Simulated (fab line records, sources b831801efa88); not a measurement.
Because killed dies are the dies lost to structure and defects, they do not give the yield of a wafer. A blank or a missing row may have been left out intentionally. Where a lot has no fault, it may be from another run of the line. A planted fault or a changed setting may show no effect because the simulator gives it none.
fab line records | flow sky130
record: lots: 6 wafers: 18 lastDay: 49
route steps=708 shown METAL3@561 VIA3@573 PAD_OPEN@708
lots that met no fault: from a run of the same line without faults
startH: start of the lot's first displayed wafer, in hours after the record's first day | waitH: hours since the lot's step before | " repeats the value in the row above | L1.1+2: a row that stands for several wafers | - no value, or no start given | * or withheld: withheld | < > ~ a bound
route shown NAME@n: NAME is a module with steps in the file, n the number in the route of the first one | usual: average and standard deviation across the fault-free wafers | same: alike in all rows | chamber/n: place in a boat | sites: readings site by site | _std_site: the values' standard deviation | _edge_site: mean of outer sites minus mean of inner sites | radiusMm: how far each site lies from the wafer's centre | mask NAME#n: copy n | behind: tool/chamber where the wafer was last shaped | hold: why the lot was held/for how many hours/how that ended | device: the transistor (n, p or np) that didn't switch | end of line: the same wafers' tests at the end of the route | a step without rows: its recipe alone | killed: at the first sort, the dies lost to defects and structure; wafer yield is something else | map: a wafer's dies, marking killed ones x, the rest . and places with no die _
set.NAME: the setting as run; set.NAME@STEP: as run at that earlier step | model.NAME: the simulator's own value behind a step, which no gauge read
lots at some steps of the route; a table a step, a row a wafer
services: from which hour (startH, from the record's first day; less than 0 if before it) a tool's chamber was out of use, for how many hours, and why
== steps ==
step: SKY_METAL3_PEB_11
recipe: pebTempC: withheld pebTimeS: withheld resist: KrF-thick
step: SKY_METAL3_DEVELOP_12
recipe: developTimeS: 60 resist: KrF-thick devTempC: 21
step: SKY_METAL3_CD_MEAS_13
recipe: targetCdNm: 300
usual: cdNm: 300.4/1.3
columns lot.wafer tool chamber startH waitH cdNm
L509.1 cdSem-01 - 927.83 - 301.0
L509.2 " - " " 299.0
L509.4 " - " " 299.0
L510.3 cdSem-01 - 929.54 - 299.9
L510.5 " - " " 299.6
L510.6 " - " " 298.4
L515.1 cdSem-02 - 963.78 - 300.2
L515.5 " - " " 300.5
L515.6 " - " " 300.7
L517.1 cdSem-02 - 966.55 - 301.6
L517.2 " - " " 301.5
L517.3 " - " " 303.0
L520.1 cdSem-01 - 995.18 - 302.6
L520.3 " - " " 300.7
L520.4 " - " " 301.4
L527.1 cdSem-01 - 1036.98 - 298.7
L527.2 " - " " 299.3
L527.3 " - " " 298.9
step: SKY_METAL3_OVL_MEAS_14
usual: METAL3_OVL: 3/5.1
columns lot.wafer tool chamber startH waitH METAL3_OVL[nm]
L509.1 overlay-02 - 927.95 0.1 0
L509.2 " - " " 5
L509.4 " - " " 9
L510.3 overlay-01 - 929.63 0.1 7
L510.5 " - " " 3
L510.6 " - " " 5
L515.1 overlay-02 - 963.90 0.1 10
L515.5 " - " " 5
L515.6 " - " " 9
L517.1 overlay-02 - 966.67 0.1 5
L517.2 " - " " 3
L517.3 " - " " 0
L520.1 overlay-02 - 995.30 0.1 6
L520.3 " - " " 7
L520.4 " - " " 8
L527.1 overlay-01 - 1037.10 0.1 14
L527.2 " - " " 7
L527.3 " - " " 4
step: SKY_METAL3_DESCUM_15
recipe: chemistry: O2 sourcePowerW: 150 biasPowerW: 0 pressureMtorr: 10 tempC: 40 timeS: 8
usual: drypumpMotorCurrentA: 5.5/0.34 oesProductAu: 1.002/0.012
columns lot.wafer tool chamber startH waitH drypumpMotorCurrentA oesProductAu rfHoursCounterH
L509.1 rieMetal-03 0 927.99 0.0 5.6 1.013 6
L509.2 " 1 " " 5.1 1.007 10
L509.4 " 1 " " 5.1 1.013 -
L510.3 rieMetal-03 0 929.66 0.0 5.5 1.002 -
L510.5 " 1 " " 5.1 1.014 -
L510.6 " 0 " " 5.6 1.008 -
L515.1 rieMetal-02 1 963.94 0.0 5.7 0.985 16
L515.5 " 1 " " 5.7 0.979 -
L515.6 " 1 " " 5.7 0.979 -
L517.1 rieMetal-03 1 966.70 0.0 5.1 1.009 12
L517.2 " 0 " " 5.5 1.006 8
L517.3 " 1 " " 5.1 1.009 -
L520.1 rieMetal-04 1 995.34 0.0 5.8 1.012 20
L520.3 " 1 " " 5.8 1.013 -
L520.4 " 0 " " 5.7 0.999 -
L527.1 rieMetal-03 1 1037.14 0.0 5.1 1.004 16
L527.2 " 0 " " 5.5 1.018 12
L527.3 " 1 " " 5.1 1.023 -
step: SKY_METAL3_ETCH_16
recipe: chemistry: N2/H2 target: BARC ionEnergyEv: 200 biasW: 100 pressureMtorr: 30 n2FlowSccm: 100 h2FlowSccm: 200 icpW: 500 stopOn: SiO2 timeS: 88.2 targetDepthA: 600
usual: drypumpMotorCurrentA: 5.5/0.34 oesProductAu: 0.626/0.0052 throttleValvePct: 13.205/0.01
columns lot.wafer tool chamber startH waitH drypumpMotorCurrentA oesProductAu rfHoursCounterH throttleValvePct
L509.1 rieMetal-03 0 928.02 0.0 5.5 0.628 6 13.196
L509.2 " 1 " " 5.1 0.628 10 13.201
L509.4 " 1 " " 5.1 0.623 - 13.185
L510.3 rieMetal-03 0 929.72 0.0 5.6 0.619 - 13.198
L510.5 " 1 " " 5.1 0.623 - 13.204
L510.6 " 0 " " 5.5 0.631 - 13.200
L515.1 rieMetal-02 1 964.00 0.1 5.8 0.620 16 13.219
L515.5 " 1 " " 5.7 0.616 - 13.205
L515.6 " 1 " " 5.7 0.617 - 13.208
L517.1 rieMetal-03 1 966.74 0.0 5.1 0.626 12 13.193
L517.2 " 0 " " 5.5 0.631 8 13.225
L517.3 " 1 " " 5.1 0.626 - 13.218
L520.1 rieMetal-04 1 995.37 0.0 5.8 0.627 20 13.194
L520.3 " 1 " " 5.8 0.629 - 13.212
L520.4 " 0 " " 5.7 0.623 - 13.194
L527.1 rieMetal-03 1 1037.17 0.0 5.1 0.629 16 13.188
L527.2 " 0 " " 5.6 0.619 12 13.203
L527.3 " 1 " " 5.1 0.628 - 13.207
step: SKY_METAL3_ETCH_17
recipe: target: SiO2 stopOn: TiN chemistry: C4F8/O2/Ar sourceW: 1500 biasW: 1200 pressureMtorr: 40 c4f8FlowSccm: withheld O2_flow_sccm: 6 Ar_flow_sccm: 300 timeS: 3.9 targetDepthA: 150
usual: oesProductAu: 0.752/0.0077
columns lot.wafer tool chamber startH waitH oesProductAu rfHoursCounterH
L509.1 rieDiel-01 3 928.12 0.1 0.762 15
L509.2 " 1 " " 0.754 13
L509.4 " 0 " " 0.741 -
L510.3 rieDiel-02 1 929.78 0.0 0.743 12
L510.5 " 0 " " 0.756 -
L510.6 " 1 " " 0.749 -
L515.1 rieDiel-01 3 964.20 0.2 0.742 16
L515.5 " 1 " " 0.744 -
L515.6 " 0 " " 0.760 -
L517.1 rieDiel-01 3 966.83 0.1 0.738 16
L517.2 " 1 " " 0.740 14
L517.3 " 0 " " 0.743 18
L520.1 rieDiel-01 0 995.47 0.1 0.743 19
L520.3 " 2 " " 0.743 2
L520.4 " 3 " " 0.748 17
L527.1 rieDiel-04 0 1037.27 0.1 0.746 25
L527.2 " 1 " " 0.747 27
L527.3 " 3 " " 0.746 23
step: SKY_METAL3_METAL_ETCH_18
recipe: targetDepthA: 8450 stopOn: SiO2 overEtchFrac: 0.3 timeS: 183.1 chemistry: Cl2/BCl3 resistSidewallDeg: 88 pressureMtorr: 10 icpW: 900 biasW: 48.5 Cl2_flow_sccm: 60 bcl3FlowSccm: 30
usual: drypumpMotorCurrentA: 5.5/0.34 oesProductAu: 0.865/0.0066 throttleValvePct: 22.265/0.0077
columns lot.wafer tool chamber startH waitH drypumpMotorCurrentA oesProductAu rfHoursCounterH throttleValvePct
L509.1 rieMetal-04 0 928.14 0.0 5.7 0.855 1 22.250
L509.2 " 1 " " 5.8 0.863 16 22.272
L509.4 " 1 " " 5.8 0.865 - 22.254
L510.3 rieMetal-04 0 929.86 0.1 5.7 0.864 - 22.265
L510.5 " 1 " " 5.8 0.852 - 22.255
L510.6 " 0 " " 5.7 0.862 - 22.264
L515.1 rieMetal-03 1 964.21 0.0 5.1 0.865 12 22.262
L515.5 " 0 " " 5.5 0.860 - 22.271
L515.6 " 1 " " 5.1 0.864 - 22.269
L517.1 rieMetal-04 1 966.85 0.0 5.8 0.867 19 22.266
L517.2 " 0 " " 5.7 0.866 3 22.261
L517.3 " 0 " " 5.7 0.867 - 22.259
L520.1 rieMetal-02 1 995.48 0.0 5.7 0.858 19 22.272
L520.3 " 0 " " 4.8 0.872 - 22.265
L520.4 " 1 " " 5.7 0.866 - 22.272
L527.1 rieMetal-02 1 1037.29 0.0 5.7 0.869 21 22.265
L527.2 " 0 " " 4.8 0.869 3 22.244
L527.3 " 0 " " 4.8 0.860 - 22.268
step: SKY_METAL3_STRIP_19
recipe: chemistry: O2/N2 powerW: 1400 pressureMtorr: 1500 platenTempC: withheld o2FlowSccm: 3000 n2FlowSccm: 300 overashFraction: 0.5
usual: drypumpMotorCurrentA: 5.89/0.21 oesProductAu: 0.502/0.0052 stripTimeToEndpointS: 6.51/0.097
columns lot.wafer tool chamber startH waitH drypumpMotorCurrentA oesProductAu rfHoursCounterH stripTimeToEndpointS
L509.1 plasmaAsher-02 0 928.31 0.1 5.82 0.500 17 6.58
L509.2 " 1 " " 5.85 0.504 17 6.43
L509.4 " 1 " " 5.86 0.499 - 6.48
L510.3 plasmaAsher-04 0 930.01 0.1 5.70 0.492 - 6.52
L510.5 " 1 " " 6.34 0.495 - 6.35
L510.6 " 0 " " 5.73 0.492 - 6.49
L515.1 plasmaAsher-02 1 964.39 0.1 5.86 0.500 21 6.47
L515.5 " 0 " " 5.82 0.504 - 6.45
L515.6 " 1 " " 5.86 0.499 - 6.47
L517.1 plasmaAsher-02 0 967.03 0.1 5.82 0.497 21 6.42
L517.2 " 1 " " 5.85 0.505 21 6.55
L517.3 " 1 " " 5.87 0.499 - 6.53
L520.1 plasmaAsher-02 1 995.66 0.1 5.88 0.503 24 6.65
L520.3 " 0 " " 5.83 0.494 - 6.39
L520.4 " 1 " " 5.86 0.506 - 6.67
L527.1 plasmaAsher-03 0 1037.46 0.1 5.69 0.510 84 6.78
L527.2 " 1 " " 5.83 0.504 84 6.61
L527.3 " 1 " " 5.82 0.513 - 6.57
step: SKY_METAL3_STRIP_20
recipe: chemistry: postEtchResidueRemover timeS: 1200 tempC: 72.5
step: SKY_METAL3_CLEAN_21
recipe: chemistry: IPA timeS: 180 tempC: 25
step: SKY_METAL3_CLEAN_22
recipe: chemistry: O3/DIW dry: n2Spin
step: SKY_VIA3_HDPCVD_00
recipe: material: SiO2 targetThkNm: 1635 sigmaOpenFrac: 0.3 timeS: 272.5 tempC: 400 sih4FlowSccm: 60 pressureMtorr: 6
usual: susceptorTempC: 400.04/0.24
columns lot.wafer tool chamber startH waitH susceptorTempC model.SiO2_of_VIA3_HDPCVD_00.thkNm
L509.1 hdpcvd-02 0 928.91 0.0 399.84 1658
L509.2 " 2 " " 399.90 1656
L509.4 " 0 " " 399.78 1656
L510.3 hdpcvd-01 1 930.65 0.0 399.91 1643
L510.5 " 2 " " 399.99 1633
L510.6 " 1 " " 399.56 1641
L515.1 hdpcvd-02 1 965.11 0.1 400.27 2682
L515.5 " 2 " " 400.40 1653
L515.6 " 0 " " 400.06 2685
L517.1 hdpcvd-01 1 967.63 0.0 400.14 1609
L517.2 " 2 " " 399.73 1638
L517.3 " 0 " " 399.92 1626
L520.1 hdpcvd-02 0 996.25 0.0 400.21 2673
L520.3 " 0 " " 400.20 1644
L520.4 " 1 " " 400.17 1657
L527.1 hdpcvd-01 0 1038.06 0.0 399.57 1598
L527.2 " 2 " " 400.11 1626
L527.3 " 1 " " 400.22 1618
step: SKY_VIA3_THK_MEAS_01
recipe: reads: SiO2_of_VIA3_HDPCVD_00
usual: VIA3_HDPCVD_THK: 1638/20
columns lot.wafer tool chamber startH waitH VIA3_HDPCVD_THK[nm]
L509.1 filmMetro-02 - 929.08 0.1 1658
L509.2 " - " " 1658
L509.4 " - " " 1656
L510.3 filmMetro-02 - 930.84 0.1 1644
L510.5 " - " " 1634
L510.6 " - " " 1639
L515.1 filmMetro-01 - 965.28 0.1 2680
L515.5 " - " " 1653
L515.6 " - " " 2685
L517.1 filmMetro-03 - 967.80 0.1 1609
L517.2 " - " " 1638
L517.3 " - " " 1627
L520.1 filmMetro-02 - 996.51 0.2 2674
L520.3 " - " " 1645
L520.4 " - " " 1656
L527.1 filmMetro-02 - 1038.23 0.1 1598
L527.2 " - " " 1628
L527.3 " - " " 1618
step: SKY_VIA3_CMP_02
recipe: material: SiO2 downForcePsi: 4 platenRpm: 60 padVelocityMS: 0.94248
step: SKY_PAD_OPEN_PROBE_99
usual: defectLimitedYield: 82.5/1.9 killed_at_M0_to_M3: 43/6.8 killed_at_M4_up: 3.0/1.6 killedAtContacts: 25/6 killedAtFrontEnd: 15/4.4 killedAtOther: 0.3/0.52 killedDies: 86/9.6 killedOnRim: 17/3.5 killedOpen: 47/6.7 killedShort: 39/6.8 sort_bin_3_pad_short: 0.9/0.43 sort_bin_5_function: 10.3/1.5 sort_bin_6_memory: 6.3/1.1 sortNPass: 406/9.6 sortYieldPct: 82.5/1.9
same: grossDies: 492 killedAtBackSide: 0 sort_bin_4_leakage[%]: 0 sort_bin_8_speed[%]: 0
columns lot.wafer tool chamber startH waitH defectLimitedYield[%] killed_at_M0_to_M3 killed_at_M4_up killedAtContacts killedAtFrontEnd killedAtOther killedDies killedOnRim killedOpen killedShort sort_bin_3_pad_short[%] sort_bin_5_function[%] sort_bin_6_memory[%] sortNPass sortYieldPct[%]
L509.1 prober-01 - 1096.65 0.1 83.3 40 3 27 12 0 82 15 50 32 0.6 10.2 5.9 410 83.3
L509.2 prober-01 - 1096.70 0.1 82.3 45 0 23 19 0 87 17 45 41 1.0 11.6 5.1 405 82.3
L509.4 prober-01 - 1096.80 0.2 81.5 42 3 29 17 0 91 19 48 43 0.2 11.0 7.3 401 81.5
L510.3 prober-02 - 1098.01 0.2 85.4 34 4 21 13 0 72 13 47 25 1.0 9.1 4.5 420 85.4
L510.5 prober-02 - 1098.11 0.2 84.6 35 3 26 12 0 76 21 42 34 0.4 8.9 6.1 416 84.6
L510.6 prober-02 - 1098.16 0.2 83.7 43 1 25 11 0 80 14 53 27 0.8 9.1 6.3 412 83.7
L517.1 prober-01 - 1129.99 0.1 80.1 42 3 24 28 1 98 17 47 51 1.6 11.6 6.7 394 80.1
L517.2 prober-01 - 1130.04 0.1 82.9 38 2 26 16 2 84 15 39 45 0.4 9.6 7.1 408 82.9
L517.3 prober-01 - 1130.09 0.2 82.5 32 5 35 14 0 86 17 44 42 0.6 9.3 7.5 406 82.5
L520.1 prober-01 - 1154.73 0.1 79.9 57 4 20 18 0 99 20 56 43 0.8 13.6 5.7 393 79.9
L520.3 prober-01 - 1154.83 0.2 81.3 49 1 30 11 1 92 23 45 47 0.8 10.8 7.1 400 81.3
L520.4 prober-01 - 1154.88 0.2 82.7 53 2 15 14 1 85 15 50 35 1.2 9.6 6.5 407 82.7
killed by level:class
L509.1 VIA1:geometricParticle:open=12 CONTACT:geometricParticle:open=12 LI_CONTACT:geometricParticle:open=6 POLY_GATE:geometricParticle:open=5 METAL1:geometricParticle:short=5 CONTACT:geometricParticle:short=4 VIA1:geometricParticle:short=4 VIA2:geometricParticle:short=3
L509.2 CONTACT:geometricParticle:open=10 VIA1:geometricParticle:open=7 METAL2:geometricParticle:short=7 VIA3:geometricParticle:open=7 FIELD_ISO:geometricParticle:short=5 POLY_GATE:geometricParticle:open=5 LOCAL_INTERCONNECT:geometricParticle:short=4 METAL1:geometricParticle:short=4
L509.4 CONTACT:geometricParticle:open=12 VIA3:geometricParticle:open=9 METAL2:geometricParticle:short=9 VIA1:geometricParticle:open=8 CONTACT:geometricParticle:short=6 VIA2:geometricParticle:open=6 FIELD_ISO:geometricParticle:open=4 POLY_GATE:geometricParticle:short=4
L510.3 CONTACT:geometricParticle:open=11 VIA2:geometricParticle:open=10 VIA1:geometricParticle:open=9 LI_CONTACT:geometricParticle:open=6 FIELD_ISO:geometricParticle:short=5 METAL4:geometricParticle:short=4 METAL1:geometricParticle:short=4 VIA3:geometricParticle:open=4
L510.5 CONTACT:geometricParticle:open=10 LI_CONTACT:geometricParticle:open=8 VIA2:geometricParticle:open=5 POLY_GATE:geometricParticle:open=5 VIA1:geometricParticle:short=5 METAL3:geometricParticle:short=5 VIA3:geometricParticle:open=5 LOCAL_INTERCONNECT:geometricParticle:short=4
L510.6 VIA1:geometricParticle:open=15 CONTACT:geometricParticle:open=11 VIA2:geometricParticle:open=8 VIA3:geometricParticle:open=6 METAL2:geometricParticle:short=6 FIELD_ISO:geometricParticle:open=5 LI_CONTACT:geometricParticle:open=5 LOCAL_INTERCONNECT:geometricParticle:short=5
L517.1 METAL2:geometricParticle:short=9 CONTACT:geometricParticle:open=9 VIA3:geometricParticle:open=7 METAL1:geometricParticle:short=6 FIELD_ISO:geometricParticle:short=5 POLY_GATE:geometricParticle:open=5 LI_CONTACT:geometricParticle:open=5 VIA1:geometricParticle:open=5
L517.2 LI_CONTACT:geometricParticle:open=8 VIA1:geometricParticle:open=7 CONTACT:geometricParticle:open=6 VIA1:geometricParticle:short=6 VIA3:geometricParticle:open=5 CONTACT:geometricParticle:short=5 METAL1:geometricParticle:short=5 METAL2:geometricParticle:short=4
L517.3 LI_CONTACT:geometricParticle:open=17 VIA1:geometricParticle:short=7 FIELD_ISO:geometricParticle:open=5 POLY_GATE:geometricParticle:open=4 LI_CONTACT:geometricParticle:short=4 LOCAL_INTERCONNECT:geometricParticle:short=4 CONTACT:geometricParticle:open=4 CONTACT:geometricParticle:short=4
L520.1 VIA1:geometricParticle:open=12 VIA2:geometricParticle:open=11 VIA1:geometricParticle:short=8 CONTACT:geometricParticle:open=7 VIA3:geometricParticle:open=7 SPACER:geometricParticle:open=5 METAL2:geometricParticle:short=5 VIA3:geometricParticle:short=5
L520.3 VIA1:geometricParticle:open=11 LI_CONTACT:geometricParticle:open=8 LOCAL_INTERCONNECT:geometricParticle:short=8 CONTACT:geometricParticle:open=8 VIA2:geometricParticle:open=6 CONTACT:geometricParticle:short=6 METAL1:geometricParticle:short=6 VIA3:geometricParticle:open=5
L520.4 VIA1:geometricParticle:open=13 VIA3:geometricParticle:open=8 FIELD_ISO:geometricParticle:open=7 VIA2:geometricParticle:open=7 CONTACT:geometricParticle:open=7 METAL1:geometricParticle:short=7 FIELD_ISO:geometricParticle:short=5 CONTACT:geometricParticle:short=4
== services ==
columns tool chamber startH hours kind
rieDiel-01 2 905.18 - clean
rieDiel-01 2 905.18 28.8 scheduledDown
rieDiel-01 2 905.18 28.8 ventCycle
hdpcvd-02 - 906.37 14.6 pm
plasmaAsher-02 - 910.70 5.7 repair
rieMetal-04 - 918.65 1.3 repair
rieMetal-02 - 937.76 2.8 pm
hdpcvd-01 - 950.25 15.0 pm
plasmaAsher-04 - 957.15 0.3 repair
rieDiel-02 - 959.69 0.3 repair
rieMetal-02 0 962.56 - clean
rieDiel-04 3 966.24 6.9 repair
hdpcvd-02 0 969.72 3.0 repair
rieDiel-02 0 977.08 8.7 repair
hdpcvd-02 2 989.88 12.0 repair
rieDiel-04 1 993.94 7.2 repair
rieDiel-02 - 994.00 14.6 pm
rieDiel-04 - 999.06 0.7 repair
hdpcvd-02 1 1007.57 10.5 repair
plasmaAsher-04 - 1012.25 2.1 repair
hdpcvd-02 0 1019.44 2.4 repair
rieMetal-04 0 1019.67 4.6 repair
rieMetal-03 - 1024.43 2.8 pm
rieDiel-02 0 1035.58 21.4 repair
== key ==
firstSign: step: SKY_VIA3_THK_MEAS_01 reading: VIA3_HDPCVD_THK direction: up sigmas: 53 usual: 1638 struck: 2680
effect none on later readings
modelEffect: step: SKY_VIA3_HDPCVD_00 value: SiO2_of_VIA3_HDPCVD_00.thkNm without: 1659 struck: 2680
metAt SKY_VIA3_HDPCVD_00
struckWafers L515.1,L515.6,L520.1
onsetBetween 928.91 965.11
fault: kind: processParameterDrift tool: hdpcvd-02 chamber: - onsetH: 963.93 steps: SKY_VIA3_HDPCVD_00 channel: targetThkNm offset: 1021.4 shape: step endH: 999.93 scope: struckWafersOnly actsIn: theseRecipesOnly stated: 1635
